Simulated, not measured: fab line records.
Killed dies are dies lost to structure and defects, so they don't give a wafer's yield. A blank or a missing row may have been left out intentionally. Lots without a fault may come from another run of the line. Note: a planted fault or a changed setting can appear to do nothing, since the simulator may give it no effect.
Code-filled problem report in 8D (eight disciplines) form :: flow gf180mcu :: the parts of the form that need people (team, actions taken, sign-off) are left out

## 1. THE ISSUE
Mean CONTACT_CVD_00_THK at GF_CONTACT_THK_MEAS_01: 152.6 nm over 6 wafers in 2 lots; fault-free wafers: 299.1 nm, standard deviation 2.5. That is -59 standard deviations from the usual mean.
Earliest sighting: wafer L299.2 on filmMetro-03 at day 22 07:16. The record has a number at this step for 42 wafers belonging to 14 lots. By rule, "out" or "out of limits" means more than 4 standard deviations away from the usual mean. The other wafers with a number count as sound.

## 2. WHAT IT IS; WHAT IT IS NOT
question: which readings at this step
is: CONTACT_CVD_00_THK
is not: -

question: which lots
is: L299, L302
is not: L280, L282, L283, L284, L285, L286, L289, L291, L292, L293, L295, L296

question: which wafers of those lots
is: all that have a number
is not: -

question: read on which gauges
is: filmMetro-03
is not: filmMetro-01, filmMetro-02

question: when
is: from day 22 07:16
is not: up to then (36 sound wafers)

## 3. THE SUSPECTS, EACH WITH WHAT RULES IT OUT
Counting: a tool at any process step up to the reading remains a suspect when it ran all the lots that are out and ran no sound lot after the first of those.
- the gauge at GF_CONTACT_THK_MEAS_01 is ruled out. All the wafers that are out were read on filmMetro-03, but those of them that GF_CONTACT_CVD_00 has rows for are out there too, on other tools.
- hdpcvd-02 at GF_CONTACT_CVD_00 (deposits SiO2, target thk 300 nm, time 50 s): kept. It processed each lot that is out, first L299 at day 22 07:13, and no sound lot thereafter; up to then, the last sound lot it processed was L296 at day 21 10:14. Its own sih4FlowSccm readings are out on those wafers.
The count leaves hdpcvd-02 at GF_CONTACT_CVD_00.

## 4. THE CAUSE (what the simulator had put in)
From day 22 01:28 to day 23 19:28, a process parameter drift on hdpcvd-02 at GF_CONTACT_CVD_00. Setting sih4FlowSccm shifted by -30 from 60. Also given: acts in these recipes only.
The count eliminated every tool but this one.

## 5. THE EFFECT CHAIN, in route order
Each row: a reading where the mean over the struck wafers with a number is more than 3 standard deviations away from the usual. Readings are gone through only where the record gives a usual standard deviation; hours: the median, over the lots, of the time from a lot's start at the first step in this table giving one to that lot's start at this step; sigmas: the change measured in usual standard deviations.
hours: 0
step: GF_CONTACT_CVD_00
reading: sih4FlowSccm
usual: 60.02 sccm
on struck wafers: 30.03
change: -29.99
sigmas: -99 or more

hours: 0
step: GF_CONTACT_THK_MEAS_01
reading: CONTACT_CVD_00_THK
usual: 299.1 nm
on struck wafers: 152.6
change: -146.5
sigmas: -59

hours: -
step: GF_CONTACT_ETCH_17
reading: oesProductAu
usual: 0.814 a.u.
on struck wafers: 0.739
change: -0.075
sigmas: -16
It contains these process steps:
- GF_CONTACT_CVD_00: deposits SiO2, target thk 300 nm, time 50 s.
- GF_CONTACT_ETCH_17: etches SiO2 in C4F8/O2/Ar, stops on CoSi2, target depth 860 nm.

## 6. HOW IT WOULD HAVE BEEN CAUGHT EARLIER
6 hours passed between the start of the fault at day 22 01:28 and the first reading out of limits at a measuring or inspecting step in this record, taken at day 22 07:16.
The tool's own readings at GF_CONTACT_CVD_00 were out on every struck wafer that the step has a row for (sih4FlowSccm): an alarm limit on them would have fired on the first of those.
Lots out: 2; of these, L302 started GF_CONTACT_CVD_00 on hdpcvd-02 after day 22 07:16. Putting the tool on hold at that point would have spared it.
